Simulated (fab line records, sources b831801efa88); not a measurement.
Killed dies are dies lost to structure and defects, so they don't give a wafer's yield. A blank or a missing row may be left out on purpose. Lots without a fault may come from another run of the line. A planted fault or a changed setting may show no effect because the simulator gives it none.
One fault seen from 2 desks | flow sky130 | each desk has only its own numbers; what lay behind them comes last

THE TOOL OWNER'S DESK: rtp_anneal-02
The tool's own readings at SKY_SD_N_RTA_14 (time 2 s): means of the sampled wafers that have a number, for each lot that ran on this tool. A lot is out of limits, marked OUT, if its mean lies more than 4 standard deviations from the usual mean; the brackets give that distance.
Columns: A = lamp_power_pct at SKY_SD_N_RTA_14, usual 15.73 %; B = wafer_temp_C_max at SKY_SD_N_RTA_14, usual 1078.0
lot  | first seen here | A     | B
L212 | day 29 01:14    | 15.74 | 1077.1
L214 | day 29 13:53    | 15.73 | 1077.1
L218 | day 31 01:44    | 15.75 | 1084.4 (+5.3) OUT
L220 | day 31 13:52    | 15.77 | 1084.3 (+5.2) OUT
L233 | day 34 22:02    | 15.71 | 1078.7
L234 | day 35 17:05    | 15.74 | 1078.3
This desk's finding: out of limits on L218, L220; first on L218, day 31 01:44 (wafer_temp_C_max at SKY_SD_N_RTA_14). In limits: L212, L214, L233, L234.

THE METROLOGY DESK
What the gauges read, lot by lot, whatever tool the lot ran on: means of the sampled wafers that have a number. A lot is out of limits, marked OUT, if its mean lies more than 4 standard deviations from the usual mean; the brackets give that distance.
Columns: A = LDD_N_OVL at SKY_LDD_N_OVL_MEAS_07, usual -0.7 nm; B = SD_P_TW at SKY_SD_P_TW_MEAS_11, usual 2786; C = SD_N_RS at SKY_SD_N_RS_MEAS_16, usual 68.63 ohm/sq; D = SD_P_RS at SKY_SD_N_RS_MEAS_17, usual 147.3 ohm/sq
lot  | first seen here | A    | B    | C               | D
L212 | day 19 00:01    | -0.7 | 2771 | 68.55           | 146.9
L213 | day 19 05:29    | -0.9 | 2777 | 68.72           | 147.4
L214 | day 19 10:45    | -1.7 | 2783 | 68.52           | 147.2
L217 | day 21 00:23    | -0.9 | 2808 | 68.61           | 147.3
L218 | day 21 03:34    | -1.9 | 2798 | 67.48 (-12) OUT | 141.6 (-18) OUT
L220 | day 21 17:14    | -0.4 | 2778 | 67.58 (-10) OUT | 142.3 (-16) OUT
L227 | day 23 20:19    | -0.3 | 2779 | 68.68           | 147.4
L229 | day 24 15:31    | -0.9 | 2786 | 68.67           | 147.3
L233 | day 25 11:04    | -0.3 | 2789 | 68.63           | 147.4
L232 | day 25 12:19    | -0.7 | 2785 | 68.66           | 147.3
L234 | day 26 06:41    | -0.4 | 2779 | 68.70           | 147.2
This desk's finding: out of limits on L218, L220; first on L218, day 31 01:55 (SD_N_RS at SKY_SD_N_RS_MEAS_16). In limits: L212, L213, L214, L217, L227, L229, L233, L232, L234.

PUT TOGETHER
The tool owner's desk could have raised an alarm at day 31 01:44, on L218, L220.
The metrology desk could have raised an alarm at day 31 01:55, on L218, L220.
Of the lots named, all ran SKY_SD_N_RTA_14 on rtp_anneal-02.

WHAT THE SIMULATOR HAD PUT IN
Process parameter drift: rtp_anneal-02, from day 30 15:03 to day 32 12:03, at SKY_SD_N_RTA_14. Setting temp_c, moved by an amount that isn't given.
Lots struck among those shown: L218, L220.
Hours from the fault's start to each desk's first reading out of limits: the tool owner's desk, 11; the metrology desk, 11.
